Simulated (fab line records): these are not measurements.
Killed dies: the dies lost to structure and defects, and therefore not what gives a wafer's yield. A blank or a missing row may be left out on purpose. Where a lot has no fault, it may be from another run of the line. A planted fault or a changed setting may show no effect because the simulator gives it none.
Problem report, 8D (eight disciplines) form, completed by code | flow sky130 | the parts of the form that need people (team, actions taken, sign-off) are left out

== 1. PROBLEM STATEMENT ==
RES_XHIGH_RS at SKY_SD_N_RS_MEAS_18 reads a mean of 344.8 ohm/sq on 2 wafers of 1 lot; wafers without a fault read 332.9 ohm/sq with a standard deviation of 1.2. Measured from the usual mean, that is +9.9 standard deviations.
The step: measures by four-point-probe.
Earliest sighting: wafer L950.1 on film-metro-03 at day 30 02:20. At this step, 39 wafers from 13 lots have a number in the record. Rule for "out", or "out of limits": more than 4 standard deviations from the usual mean. All remaining wafers that have a number are taken as sound.

== 2. WHAT IT IS AND WHAT IT IS NOT ==
question                    | is                | is not
which readings at this step | RES_XHIGH_RS      | -
which lots                  | L950              | L944, L945, L946, L947, L959, L960, L961, L962, L963, L965, L966, L967
which wafers of those lots  | L950.1, L950.3    | L950.4
read on which gauges        | film-metro-03     | film-metro-02, film-metro-04
when                        | from day 30 02:20 | up to then (13 sound wafers); but 24 sound wafers of L959, L960, L961, L962, L963, L965, L966, L967 came after

== 3. SUSPECTS, AND WHAT RULES EACH OUT ==
Counting: if a tool at a process step up to the reading ran every lot that is out, it stays a suspect. Sound lots after the first of them don't rule it out here, since some wafers of a struck lot are sound.
- the gauge at SKY_SD_N_RS_MEAS_18: kept. All the wafers that are out were read on film-metro-03, and no step on other tools shows them out.
- implanter-03 at SKY_RES_XHIGH_IMPLANT_07: kept. It ran the lot that is out, L950 (day 28 21:03); its last sound lot up to then is L947 (day 27 14:53).
- plasma-asher-03 at SKY_SD_N_STRIP_11 (strips in O2/N2): kept. It ran the lot that is out, L950 (day 30 01:43); its last sound lot up to then is L947 (day 28 20:08).
- At SKY_SD_N_STRIP_11 on plasma-asher-03, chamber 1 took the sound wafers of the same lots and chamber 0 took the wafers that are out.
implanter-03 at SKY_RES_XHIGH_IMPLANT_07, plasma-asher-03 at SKY_SD_N_STRIP_11 and film-metro-03 at SKY_SD_N_RS_MEAS_18 are what is left after counting.

== 4. THE CAUSE (what the simulator had put in) ==
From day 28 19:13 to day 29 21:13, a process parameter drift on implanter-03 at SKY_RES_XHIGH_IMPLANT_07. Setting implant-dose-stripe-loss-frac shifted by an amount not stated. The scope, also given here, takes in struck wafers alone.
Counting leaves 3 suspects; this tool is one of them.

== 5. THE CHAIN OF EFFECTS, in route order ==
Rows list readings where the struck wafers' mean (over those with a number) sits beyond 3 standard deviations from the usual. Only readings whose record carries a usual standard deviation are examined. hours: median over the lots of the time between each lot's start at the first step of this table that gives one and its start at this step. sigmas: the change, counted in usual standard deviations.
hours | step                | reading      | usual        | on struck wafers | change | sigmas
0     | SKY_SD_N_RS_MEAS_18 | RES_XHIGH_RS | 332.9 ohm/sq | 344.8            | +11.9  | +9.9
At these later measuring or inspecting steps, every struck wafer for which the step has a row has a number for every such reading, and none has moved that far: SKY_LI_CONTACT_BOW_MEAS_03.

== 6. HOW IT WOULD HAVE BEEN CAUGHT EARLIER ==
Counted from the fault's start at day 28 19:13, it took 31 hours until the first out-of-limits reading at a measuring or inspecting step in this record, taken at day 30 02:20.
By day 30 02:20 the whole set of lots that are out, 1 in number, had already begun SKY_RES_XHIGH_IMPLANT_07 on implanter-03. Had the tool been put on hold then, not one of them would have been saved.
